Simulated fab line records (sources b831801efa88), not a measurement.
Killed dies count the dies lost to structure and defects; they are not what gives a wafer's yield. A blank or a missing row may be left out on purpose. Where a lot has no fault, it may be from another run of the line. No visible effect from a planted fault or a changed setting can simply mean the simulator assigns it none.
Which of the tools did it? -- flow sky130 -- 12 lots, 36 wafers sampled, at 2 steps of a route of 708

WHAT THE GAUGES SHOWED, per wafer
SKY_PWDE_OVL_MEAS_07. Usual: PWDE_OVL typically reads -0.1 nm, with standard deviation 1.2.
lot,measured,on,PWDE_OVL (nm),flag
L425,day 4 05:37,overlay-01,-0.6 -1.0 1.6,
L427,day 4 18:21,overlay-01,0.5 1.2 -2.1,
L428,day 5 01:19,overlay-02,0.5 -1.1 0.1,
L429,day 5 04:58,overlay-01,1.2 -1.1 0.3,
L430,day 5 11:19,overlay-02,0.7 -1.1 -0.2,
L431,day 5 16:28,overlay-02,-0.2 1.9 1.1,
L432,day 5 23:28,overlay-02,-0.5 -1.5 -1.1,
L434,day 6 09:14,overlay-02,-1.4 0.8 1.1,
L442,day 8 09:34,overlay-02,0.8 -0.5 -1.7,
L444,day 8 21:49,overlay-02,-0.3 1.6 -1.2,
L445,day 9 01:34,overlay-02,-0.8 -3.1 -1.2,
L446,day 9 07:22,overlay-02,0.0 -1.6 0.3,

WHICH TOOL RAN EACH LOT (tool, then ch and the chambers of the sampled wafers, then the start)
lot,SKY_FIELD_ISO_SOFTBAKE_09
L425,"lithoTrack-03 ch 0, day 2 07:00"
L427,"lithoTrack-02 ch 0, day 2 18:00"
L428,"lithoTrack-01 ch 0, day 2 23:00"
L429,"lithoTrack-02 ch 0, day 3 04:00"
L430,"lithoTrack-03 ch 0, day 3 08:00"
L431,"lithoTrack-01 ch 0, day 3 15:00"
L432,"lithoTrack-03 ch 0, day 3 18:00"
L434,"lithoTrack-02 ch 0, day 4 05:00"
L442,"lithoTrack-02 ch 0, day 5 21:00"
L444,"lithoTrack-02 ch 0, day 6 12:00"
L445,"lithoTrack-03 ch 0, day 6 16:00"
L446,"lithoTrack-03 ch 0, day 6 21:00"
- SKY_FIELD_ISO_SOFTBAKE_09: time 90 s.

AS READ BY THE TOOLS THEMSELVES (means over the sampled wafers that have a number; for cases with no such wafer, the mark the record gives instead)
SKY_FIELD_ISO_SOFTBAKE_09. Usual: chillPlateTempC 22.98 C, standard deviation 0.099; heaterPowerTotalW 57.36 W, standard deviation 0.12; plateTempC 100.01 C, standard deviation 0.13.
lot,tool,chillPlateTempC (C),heaterPowerTotalW (W),plateTempC (C),flag
L425,lithoTrack-03,22.88,57.31,100.01,
L427,lithoTrack-02,22.87,57.37,100.08,
L428,lithoTrack-01,23.08,57.40,100.09,
L429,lithoTrack-02,22.85,57.34,100.02,
L430,lithoTrack-03,23.01,57.43,99.89,
L431,lithoTrack-01,22.96,57.39,99.85,
L432,lithoTrack-03,22.98,57.44,100.01,
L434,lithoTrack-02,23.04,57.27,99.97,
L442,lithoTrack-02,23.03,55.96,98.08,OFF
L444,lithoTrack-02,22.93,55.92,98.22,OFF
L445,lithoTrack-03,22.91,57.29,100.16,
L446,lithoTrack-03,22.91,57.39,99.87,

THE ANSWER, worked out from the rows above alone
Rule: lot off if the mean of its wafers having a number is beyond 3 standard deviations from the usual mean. A lot without any number at a reading at which 4 lots or more have one is off too. The other lots that the step has rows for count as sound. After the gauges, taken in route order, come the tools' own readings; for these a lot's mean is taken, as printed above. The first step at which some lot is off is used, and at that step the reading that is off furthest; a lot without a number counts as furthest.
Off, at SKY_FIELD_ISO_SOFTBAKE_09 on plateTempC: L442, L444.
If a tool, at that step or one of the process steps before it, ran each lot that is off and ran no sound lot following the first of them, it fits. One fits: lithoTrack-02 at SKY_FIELD_ISO_SOFTBAKE_09. A fault onset in the window from L434 (day 4 05:00, its last sound lot) to L442 (day 5 21:00, its first lot off) fits.
The tool's own readings at SKY_FIELD_ISO_SOFTBAKE_09 bear it out: on the lots that are off they differ by more than 5 times the standard deviation of the sound lots' means. heaterPowerTotalW reads 55.94 W there against 57.36 W on the sound lots; plateTempC reads 98.15 C there against 100.00 C on the sound lots.

WHAT THE SIMULATOR PUT IN
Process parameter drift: lithoTrack-02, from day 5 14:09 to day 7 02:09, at SKY_FIELD_ISO_SOFTBAKE_09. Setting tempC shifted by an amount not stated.
Struck lots among those shown: L442, L444. The rule above found the same.
